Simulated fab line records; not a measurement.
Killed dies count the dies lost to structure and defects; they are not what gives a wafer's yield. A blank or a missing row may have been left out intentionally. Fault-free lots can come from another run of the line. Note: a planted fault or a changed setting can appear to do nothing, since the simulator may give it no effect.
One fault seen from 2 desks / flow sky130 / what lay behind the numbers comes last; until then each desk has only its own

AT THE TOOL OWNER'S DESK: pvd-sputter-02
The tool's own readings at SKY_METAL3_SPUTTER_02 (material AlCu, target thk 735 nm, time 39.1 s): means of the sampled wafers that have a number, for each lot that ran on this tool. Marked OUT: a lot whose mean sits more than 4 standard deviations from the usual mean, which makes it out of limits; the brackets give that distance.
Columns: A = chamber-pressure-pa at SKY_METAL3_SPUTTER_02, usual 0.3999 Pa; B = throttle-valve-pct at SKY_METAL3_SPUTTER_02, usual 29.4 %
lot=L330; first seen here=day 36 15:44; A=0.3993; B=29.7
lot=L331; first seen here=day 37 05:23; A=0.4005; B=30.1
lot=L337; first seen here=day 39 04:37; A=0.4005; B=30.1
lot=L336; first seen here=day 39 06:48; A=0.2958 (-99 or more) OUT; B=34.7 (+5.4) OUT
lot=L340; first seen here=day 40 05:32; A=0.2966 (-99 or more) OUT; B=34.7 (+5.4) OUT
This desk's verdict: out of limits on L336, L340, starting with L336 at day 39 06:48 (chamber-pressure-pa at SKY_METAL3_SPUTTER_02). Within limits: L330, L331, L337.

FROM THE METROLOGY DESK
Means of the sampled wafers that have a number, per lot and without regard to the tool the lot ran on: this is what the gauges read. Marked OUT: a lot whose mean sits more than 4 standard deviations from the usual mean, which makes it out of limits; the brackets give that distance.
Columns: A = CAPM_TIN_RS at SKY_CAPM_RS_MEAS_03, usual 6.95 ohm/sq; B = CAPM_OVL at SKY_CAPM_OVL_MEAS_12, usual -0.3 nm
lot=L330; first seen here=day 36 16:04; A=6.99; B=-1.0
lot=L331; first seen here=day 37 05:42; A=6.94; B=-2.4
lot=L333; first seen here=day 38 17:59; A=6.92; B=1.1
lot=L337; first seen here=day 39 04:55; A=7.00; B=0.1
lot=L336; first seen here=day 39 07:06; A=6.89; B=0.2
lot=L340; first seen here=day 40 05:53; A=6.93; B=0.5
lot=L346; first seen here=day 41 19:58; A=6.99; B=0.5
lot=L348; first seen here=day 42 09:05; A=6.97; B=0.3
lot=L349; first seen here=day 43 02:38; A=6.92; B=-1.3
lot=L350; first seen here=day 43 03:40; A=7.01; B=-0.5
lot=L351; first seen here=day 43 04:20; A=7.07; B=-0.7
Result from this desk: across the 11 lots, nothing is out of limits.

TAKEN TOGETHER
The tool owner's desk could have raised an alarm at day 39 06:48, on L336, L340.
At the metrology desk, nothing out of limits was observed.
The metrology desk has L336, L340 on record, within its limits.
On pvd-sputter-02, each named lot ran SKY_METAL3_SPUTTER_02.

WHAT THE SIMULATOR HAD PUT IN
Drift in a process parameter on pvd-sputter-02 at SKY_METAL3_SPUTTER_02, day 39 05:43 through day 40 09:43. A move of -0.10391 in setting chamber-pressure-pa, from 0.4. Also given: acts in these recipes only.
Lots struck among those shown: L336, L340.
Each desk's first reading out of limits, in hours after the fault started: the tool owner's desk, 1.
